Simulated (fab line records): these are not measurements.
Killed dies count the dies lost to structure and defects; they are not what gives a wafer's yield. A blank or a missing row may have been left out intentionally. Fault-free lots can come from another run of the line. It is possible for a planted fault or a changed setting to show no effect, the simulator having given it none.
2 desks looking at one fault    flow gf180mcu    each desk holds nothing but its own numbers, with what lay behind them at the end

## FOR THE TOOL OWNER'S DESK: pvdSputter-02
The tool's own readings at GF_V1_SPUTTER_21 (material Ti, target thk 15 nm, time 80.02 s): means of the sampled wafers that have a number, for each lot that ran on this tool. The brackets show how far a lot's mean lies from the usual mean; more than 4 standard deviations puts the lot out of limits, marked OUT.
Columns: A = throttleValvePct at GF_V1_SPUTTER_21, usual 30.1 %
lot   first seen here  A
L836  day 22 13:56     30.5
L838  day 23 11:24     30.3
This desk found nothing out of limits on any of the 2 lots.

## THE METROLOGY DESK
Lot by lot, what the gauges showed, no matter which tool ran the lot: averages of those sampled wafers that carry a number. The brackets show how far a lot's mean lies from the usual mean; more than 4 standard deviations puts the lot out of limits, marked OUT.
Columns: A = cdNm at GF_V1_CD_MEAS_14, usual 260.2 nm; B = V1_OVL at GF_V1_OVL_MEAS_15, usual 1 nm
lot   first seen here  A      B
L828  day 19 14:58     260.5  2
L836  day 22 13:08     260.4  -5
L838  day 23 10:37     260.1  -2
L840  day 24 00:21     260.6  1
L845  day 24 23:15     259.4  5
This desk found nothing out of limits on any of the 5 lots.

## TAKEN TOGETHER
The tool owner's desk saw nothing out of limits.
At the metrology desk, nothing out of limits was observed.

## WHAT THE SIMULATOR HAD INSERTED
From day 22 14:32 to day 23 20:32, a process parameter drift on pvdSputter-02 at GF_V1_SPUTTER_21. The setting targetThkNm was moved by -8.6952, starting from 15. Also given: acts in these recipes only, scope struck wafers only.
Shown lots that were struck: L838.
